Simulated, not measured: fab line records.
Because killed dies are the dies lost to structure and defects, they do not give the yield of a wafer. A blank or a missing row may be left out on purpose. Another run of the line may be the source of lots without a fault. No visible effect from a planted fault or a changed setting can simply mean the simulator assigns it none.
8D (eight disciplines) problem report, filled in by code -- flow sky130 -- the parts of the form that need people (team, actions taken, sign-off) are left out

1. WHAT WENT WRONG
Wafers free of any fault read 216.8 (standard deviation 1.5) for VT_ADJUST_NCORE_TW at SKY_VT_ADJUST_NCORE_TW_MEAS_11, against a mean of 29.5 on 4 wafers of 3 lots. So: -99 or more standard deviations from the usual mean.
The first sign was on wafer L504.2 at day 14 00:07, on filmMetro-01. The record holds 37 wafers of 13 lots with a number at this step. Rule for "out" (also "out of limits"): further than 4 standard deviations from the usual mean. All remaining wafers that have a number are taken as sound.

2. WHAT THIS IS AND IS NOT
question,is,is not
which readings at this step,VT_ADJUST_NCORE_TW,-
which lots,"L504, L505, L506","L487, L488, L491, L493, L494, L495, L496, L497, L508, L509"
which wafers of those lots,"L504.2, L505.2, L505.6, L506.2","L504.4, L504.5, L506.5"
read on which gauges,"filmMetro-01, filmMetro-02",filmMetro-03
when,from day 14 00:07,"up to then (26 sound wafers); but 7 sound wafers of L506, L508, L509 came after"

3. WHAT RULES OUT EACH SUSPECT
Counting: a tool at a process step up to the reading stays a suspect if it ran every lot that is out. Sound lots after the first of them don't rule it out here, since some wafers of a struck lot are sound.
- ruled out: the gauge at SKY_VT_ADJUST_NCORE_TW_MEAS_11. Those wafers that are out were read across 2 gauges (filmMetro-01, filmMetro-02).
- lithoTrack-03 at SKY_VT_ADJUST_NCORE_DEVELOP_06 (develop time 60 s): kept. Every lot that is out went through it, the first being L504 (day 13 23:34); the last sound lot it ran before that was L496 (day 11 09:57).
After counting, what remains is lithoTrack-03 at SKY_VT_ADJUST_NCORE_DEVELOP_06.

4. THE CAUSE (what the simulator had put in)
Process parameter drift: lithoTrack-03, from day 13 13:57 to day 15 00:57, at SKY_VT_ADJUST_NCORE_DEVELOP_06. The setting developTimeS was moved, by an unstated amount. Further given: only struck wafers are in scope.
This tool alone remained once counting was done.

5. THE CHAIN OF EFFECTS, in route order
Each row: a reading whose mean over the struck wafers that have a number lies more than 3 standard deviations from the usual. Only readings whose record carries a usual standard deviation are examined. hours: median over the lots of the time between each lot's start at the first step of this table that gives one and its start at this step. sigmas: the change, counted in usual standard deviations.
hours,step,reading,usual,on struck wafers,change,sigmas
0,SKY_VT_ADJUST_NCORE_TW_MEAS_11,VT_ADJUST_NCORE_TW,216.8,29.5,-187.3,-99 or more
865,SKY_PAD_OPEN_PROBE_99,killedAtFrontEnd,15,422,+407,+90
865,SKY_PAD_OPEN_PROBE_99,killedDies,88,492,+404,+43
865,SKY_PAD_OPEN_PROBE_99,killedOnRim,17,96,+79,+18
Here are the process steps it includes:
- SKY_PAD_OPEN_PROBE_99
Readings that are blank on the struck wafers while sound wafers have them: cdNm at SKY_VT_ADJUST_NCORE_CD_MEAS_07; VT_ADJUST_NCORE_OVL at SKY_VT_ADJUST_NCORE_OVL_MEAS_08.
Later steps that measure or inspect, where all struck wafers having a row at the step show a number for every such reading and not one has moved that far: SKY_SONOS_TUNNEL_OVL_MEAS_08.

6. WHAT WOULD HAVE CAUGHT IT SOONER
Counted from the fault's start at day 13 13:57, it took 10 hours until the first out-of-limits reading at a measuring or inspecting step in this record, taken at day 14 00:07.
Between SKY_VT_ADJUST_NCORE_DEVELOP_06 and SKY_VT_ADJUST_NCORE_TW_MEAS_11, SKY_VT_ADJUST_NCORE_CD_MEAS_07 gave no cdNm and SKY_VT_ADJUST_NCORE_OVL_MEAS_08 gave no VT_ADJUST_NCORE_OVL on the struck wafers, where sound wafers have one: a measuring or inspecting step that comes back empty is itself a sign.
No tool reading at SKY_VT_ADJUST_NCORE_DEVELOP_06 that has a usual standard deviation in the record was out on any struck wafer, so an alarm limit of 4 standard deviations on those readings would not have fired.
Of the lots that are out (3), L505, L506 began SKY_VT_ADJUST_NCORE_DEVELOP_06 on lithoTrack-03 after day 14 00:07. A hold on the tool at that time would have spared those 2.
